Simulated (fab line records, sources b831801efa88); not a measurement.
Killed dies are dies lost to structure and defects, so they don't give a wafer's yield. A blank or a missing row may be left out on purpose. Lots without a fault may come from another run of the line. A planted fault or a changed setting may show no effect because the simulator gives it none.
Which tool did it? | flow sfq_line | 13 lots, 39 wafers sampled, at 4 steps of a route of 325

WHAT THE GAUGES READ, wafer by wafer
The record holds no reading of a measuring or inspecting step that can be judged against a usual standard deviation.

WHICH TOOL RAN EACH LOT (tool, then ch and the chambers of the sampled wafers, then the start)
lot  | SFQ_TRILAYER_L0_VIA_BARC_OPEN_VIA_ETCH_021 | SFQ_TRILAYER_I3_DEP_PECVD_081   | SFQ_TRILAYER_M6_STRIP_STRIP_163   | SFQ_TRILAYER_I6_VIA_BARC_OPEN_VIA_ETCH_235
L570 | rie_diel-04 ch 0,2, day 7 21:50            | pecvd-01 ch 0,2, day 35 11:22   | rie_metal-03 ch 0, day 62 04:00   | rie_diel-02 ch 2,3, day 63 00:13
L573 | rie_diel-03 ch 0,3, day 8 20:38            | pecvd-03 ch 1,2, day 39 00:42   | rie_metal-03 ch 0,1, day 62 11:12 | rie_diel-02 ch 1,2, day 63 04:49
L574 | rie_diel-03 ch 1,2, day 9 01:34            | pecvd-02 ch 0,1, day 39 09:19   | rie_metal-04 ch 0,1, day 62 13:48 | rie_diel-03 ch 0,1, day 63 06:01
L575 | rie_diel-04 ch 0,3, day 9 05:10            | pecvd-03 ch 1,2, day 39 18:55   | rie_metal-01 ch 0,1, day 62 14:48 | rie_diel-02 ch 1,2,3, day 63 07:13
L576 | rie_diel-04 ch 1,2, day 9 11:10            | pecvd-03 ch 1,2, day 40 00:31   | rie_metal-04 ch 0,1, day 62 18:24 | rie_diel-03 ch 0,2,3, day 63 09:41
L580 | rie_diel-04 ch 0,2,3, day 10 03:58         | pecvd-03 ch 0,2, day 46 12:59   | rie_metal-03 ch 0,1, day 73 04:47 | rie_diel-03 ch 1,2,3, day 76 14:52
L583 | rie_diel-02 ch 1,3, day 11 05:17           | pecvd-03 ch 0,1, day 47 08:11   | rie_metal-03 ch 0,1, day 73 08:23 | rie_diel-03 ch 0,1,2, day 76 20:52
L588 | rie_diel-03 ch 0,2, day 13 10:11           | pecvd-02 ch 0,2, day 47 14:29   | rie_metal-03 ch 0,1, day 78 04:41 | rie_diel-03 ch 0,2,3, day 80 22:55
L589 | rie_diel-03 ch 0,1,3, day 13 23:23         | pecvd-02 ch 0,1,2, day 54 14:40 | rie_metal-01 ch 0,1, day 78 18:02 | rie_diel-04 ch 1,2,3, day 81 18:07
L590 | rie_diel-02 ch 0,3, day 14 00:35           | pecvd-01 ch 1,2, day 54 17:04   | rie_metal-03 ch 1, day 78 19:14   | rie_diel-03 ch 1,2,3, day 81 19:19
L591 | rie_diel-02 ch 0,1,3, day 14 06:55         | pecvd-02 ch 0,1,2, day 54 20:40 | rie_metal-03 ch 0,1, day 78 22:59 | rie_diel-02 ch 1,2,3, day 82 02:31
L592 | rie_diel-03 ch 1,2,3, day 14 15:19         | pecvd-02 ch 0,1,2, day 55 12:16 | rie_metal-03 ch 0,1, day 79 02:32 | rie_diel-02 ch 1,2,3, day 82 12:07
L593 | rie_diel-03 ch 2,3, day 14 20:07           | pecvd-02 ch 1,2, day 55 21:52   | rie_metal-04 ch 0,1, day 84 09:50 | rie_diel-04 ch 0,1,3, day 84 17:33
- SFQ_TRILAYER_L0_VIA_BARC_OPEN_VIA_ETCH_021: etches BARC in O2, target depth 125 nm, time 41.7 s.
- SFQ_TRILAYER_I3_DEP_PECVD_081: deposits SiO2 from SiH4/N2O, time 111.11 s, target thk 500 nm.
- SFQ_TRILAYER_M6_STRIP_STRIP_163: strips in O2.
- SFQ_TRILAYER_I6_VIA_BARC_OPEN_VIA_ETCH_235: etches BARC in O2, target depth 125 nm, time 41.7 s.

WHAT THE TOOLS THEMSELVES READ (means of the sampled wafers that have a number; where no wafer has one, the mark that the record gives instead)
SFQ_TRILAYER_L0_VIA_BARC_OPEN_VIA_ETCH_021. Usual: drypump_motor_current_A 6.0 A, standard deviation 0.4; oes_product_au 0.686 a.u., standard deviation 0.0051; run_length_s 69.9 s, standard deviation 0.4.
lot  | tool        | drypump_motor_current_A (A) | oes_product_au (a.u.) | run_length_s (s) | flag
L570 | rie_diel-04 | 6.1                         | 0.687                 | 69.8             |
L573 | rie_diel-03 | 6.5                         | 0.691                 | 70.4             |
L574 | rie_diel-03 | 6.3                         | 0.684                 | 70.0             |
L575 | rie_diel-04 | 5.9                         | 0.683                 | 70.3             |
L576 | rie_diel-04 | 6.2                         | 0.684                 | 70.0             |
L580 | rie_diel-04 | 5.9                         | 0.683                 | 70.8             |
L583 | rie_diel-02 | 5.6                         | 0.686                 | 69.9             |
L588 | rie_diel-03 | 6.6                         | 0.686                 | 70.1             |
L589 | rie_diel-03 | 6.4                         | 0.678                 | 70.3             |
L590 | rie_diel-02 | 5.2                         | 0.690                 | 69.3             |
L591 | rie_diel-02 | 5.5                         | 0.689                 | 69.6             |
L592 | rie_diel-03 | 6.2                         | 0.683                 | 70.1             |
L593 | rie_diel-03 | 6.2                         | 0.684                 | 69.8             |

SFQ_TRILAYER_I3_DEP_PECVD_081. Usual: chamber_pressure_Torr 2.400 Torr, standard deviation 0.0056; heater_power_w 83 W, standard deviation 23; showerhead_vpp_V 844 V, standard deviation 37; throttle_valve_pct 24.5 %, standard deviation 1.1.
lot  | tool     | chamber_pressure_Torr (Torr) | heater_power_w (W) | showerhead_vpp_V (V) | throttle_valve_pct (%) | flag
L570 | pecvd-01 | 2.402                        | 69                 | 816                  | 25.9                   |
L573 | pecvd-03 | 2.397                        | 87                 | 875                  | 24.8                   |
L574 | pecvd-02 | 2.397                        | 109                | 850                  | 23.8                   |
L575 | pecvd-03 | 2.404                        | 85                 | 872                  | 24.7                   |
L576 | pecvd-03 | 2.399                        | 88                 | 896                  | 24.4                   |
L580 | pecvd-03 | 2.406                        | 84                 | 899                  | 24.5                   |
L583 | pecvd-03 | 2.402                        | 74                 | 840                  | 25.1                   |
L588 | pecvd-02 | 2.401                        | 79                 | 853                  | 24.2                   |
L589 | pecvd-02 | 2.399                        | 85                 | 850                  | 25.2                   |
L590 | pecvd-01 | 2.397                        | 101                | 810                  | 23.9                   |
L591 | pecvd-02 | 2.396                        | 85                 | 847                  | 25.2                   |
L592 | pecvd-02 | 2.393                        | 85                 | 851                  | 25.2                   |
L593 | pecvd-02 | 2.404                        | 60                 | 846                  | 25.9                   |

SFQ_TRILAYER_M6_STRIP_STRIP_163. Usual: drypump_motor_current_A 5.77 A, standard deviation 0.26; oes_product_au 1.000 a.u., standard deviation 0.0091; platen_temp_c 40.01 C, standard deviation 0.11.
lot  | tool         | drypump_motor_current_A (A) | oes_product_au (a.u.) | platen_temp_c (C) | flag
L570 | rie_metal-03 | 5.56                        | 1.000                 | 40.06             |
L573 | rie_metal-03 | 5.76                        | 1.000                 | 39.94             |
L574 | rie_metal-04 | 5.71                        | 1.005                 | 40.08             |
L575 | rie_metal-01 | 5.77                        | 1.010                 | 39.99             |
L576 | rie_metal-04 | 5.53                        | 1.005                 | 39.98             |
L580 | rie_metal-03 | 5.76                        | 1.002                 | 40.02             |
L583 | rie_metal-03 | 5.94                        | 1.009                 | 39.96             |
L588 | rie_metal-03 | 5.76                        | 1.002                 | 39.99             |
L589 | rie_metal-01 | 5.84                        | 1.002                 | 39.91             |
L590 | rie_metal-03 | 6.10                        | 0.997                 | 40.02             |
L591 | rie_metal-03 | 5.92                        | 1.008                 | 40.03             |
L592 | rie_metal-03 | 5.73                        | 1.001                 | 40.05             |
L593 | rie_metal-04 | 5.52                        | 1.004                 | 39.96             |

SFQ_TRILAYER_I6_VIA_BARC_OPEN_VIA_ETCH_235. Usual: drypump_motor_current_A 6.1 A, standard deviation 0.43; oes_product_au 0.684 a.u., standard deviation 0.0046; run_length_s 70.0 s, standard deviation 0.4.
lot  | tool        | drypump_motor_current_A (A) | oes_product_au (a.u.) | run_length_s (s) | flag
L570 | rie_diel-02 | 6.0                         | 0.684                 | 70.1             |
L573 | rie_diel-02 | 6.1                         | 0.689                 | 69.9             |
L574 | rie_diel-03 | 6.3                         | 0.683                 | 70.2             |
L575 | rie_diel-02 | 5.8                         | 0.683                 | 70.1             |
L576 | rie_diel-03 | 6.4                         | 0.685                 | 69.9             |
L580 | rie_diel-03 | 6.2                         | 0.683                 | 70.0             |
L583 | rie_diel-03 | 6.5                         | 0.688                 | 70.3             |
L588 | rie_diel-03 | 6.4                         | 0.681                 | 70.0             |
L589 | rie_diel-04 | 6.0                         | 0.688                 | 69.6             |
L590 | rie_diel-03 | 6.2                         | 0.689                 | 69.9             |
L591 | rie_diel-02 | 5.8                         | 0.682                 | 70.0             |
L592 | rie_diel-02 | 5.8                         | 0.684                 | 70.0             |
L593 | rie_diel-04 | 6.0                         | 0.682                 | 70.0             |

THE ANSWER, worked out from the rows above alone
Rule: a lot is off if the mean of its wafers that have a number lies more than 3 standard deviations from the usual mean. A lot without any number at a reading at which 4 lots or more have one is off too. The other lots that the step has rows for count as sound. The gauges are gone through in route order, then the tools' own readings, and for those a lot's mean is taken as printed above. The first step at which some lot is off is used, and at that step the reading that is off furthest; a lot without a number counts as furthest.
No lot is off at any reading shown: from this, nothing can be told.

WHAT THE SIMULATOR HAD PUT IN
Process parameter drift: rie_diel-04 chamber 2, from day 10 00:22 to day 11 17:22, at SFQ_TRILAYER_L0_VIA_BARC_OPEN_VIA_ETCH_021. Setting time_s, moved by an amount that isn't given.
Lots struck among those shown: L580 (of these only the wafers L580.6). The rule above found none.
